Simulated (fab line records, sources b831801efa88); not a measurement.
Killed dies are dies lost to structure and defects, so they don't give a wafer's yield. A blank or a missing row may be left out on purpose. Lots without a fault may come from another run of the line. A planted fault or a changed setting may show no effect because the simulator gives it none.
Problem report in the 8D (eight disciplines) form, filled by code | flow gf180mcu | the parts of the form that need people (team, actions taken, sign-off) are left out

1. THE PROBLEM
LVPWELL_RS at GF_VT_IMPLANT_RS_MEAS_48 reads a mean of 1169 ohm/sq on 6 wafers of 2 lots; wafers without a fault read 1197 ohm/sq with a standard deviation of 3.3. That is -8.4 standard deviations from the usual mean.
The step: measures by four-point-probe.
First seen on wafer L698.4, day 12 00:57, on film_metro-02. The record holds 36 wafers of 12 lots with a number at this step. Rule for "out", or "out of limits": more than 4 standard deviations from the usual mean. The other wafers with a number count as sound.

2. WHAT IT IS AND WHAT IT IS NOT
question                    | is                           | is not
which readings at this step | LVPWELL_RS                   | -
which lots                  | L698, L699                   | L683, L687, L689, L690, L693, L700, L701, L703, L704, L705
which wafers of those lots  | all that have a number       | -
read on which gauges        | film_metro-02, film_metro-04 | film_metro-01
when                        | from day 12 00:57            | up to then (15 sound wafers); but 15 sound wafers of L700, L701, L703, L704, L705 came after

3. SUSPECTS, AND WHAT RULES EACH OUT
Counting: a tool at a process step up to the reading stays a suspect if it ran every lot that is out and no sound lot after the first of them.
- the gauge at GF_VT_IMPLANT_RS_MEAS_48: ruled out. The wafers that are out were read on 2 gauges (film_metro-02, film_metro-04).
- plasma_asher-04 at GF_NWELL_STRIP_10 (strips in O2/N2): ruled out as a lasting fault. Sound lots L703 ran on it after its first lot that is out, L698 (day 7 00:46).
- implanter-04 at GF_LVPWELL_IMPLANT_08: kept. It ran every lot that is out, first L698 (day 7 16:38), and no sound lot after that; its last sound lot up to then is L693 (day 6 20:13). Its own readings are out on those wafers: dose_ions_cm2.
Left after counting: implanter-04 at GF_LVPWELL_IMPLANT_08.

4. THE CAUSE (what the simulator had put in)
Process parameter drift: implanter-04, from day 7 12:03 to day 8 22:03, at GF_LVPWELL_IMPLANT_08. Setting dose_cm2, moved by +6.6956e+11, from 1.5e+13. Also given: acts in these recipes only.
Counting left only this tool.

5. THE CHAIN OF EFFECTS, in route order
Each row: a reading whose mean over the struck wafers that have a number lies more than 3 standard deviations from the usual. Only readings for which the record gives a usual standard deviation are gone through. hours: the time from each lot's start at the first step in this table that gives one to its start at this step, as a median over the lots. sigmas: the change in usual standard deviations.
hours | step                     | reading       | usual       | on struck wafers | change      | sigmas
0     | GF_LVPWELL_IMPLANT_08    | dose_ions_cm2 | 1.5001e+13  | 1.5678e+13       | +6.7750e+11 | +40
106   | GF_VT_IMPLANT_RS_MEAS_48 | LVPWELL_RS    | 1197 ohm/sq | 1169             | -28         | -8.4
The process steps in it:
- GF_LVPWELL_IMPLANT_08

6. WHAT WOULD HAVE CAUGHT IT SOONER
In this record the first reading out of limits at a measuring or inspecting step was taken at day 12 00:57, 109 hours after the fault began at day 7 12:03.
The tool's own readings at GF_LVPWELL_IMPLANT_08 were out on every struck wafer that the step has a row for (dose_ions_cm2): an alarm limit on them would have fired on the first of those.
All the lots that are out (2) had begun GF_LVPWELL_IMPLANT_08 on implanter-04 by day 12 00:57. A hold on the tool at that time would have spared none of them.
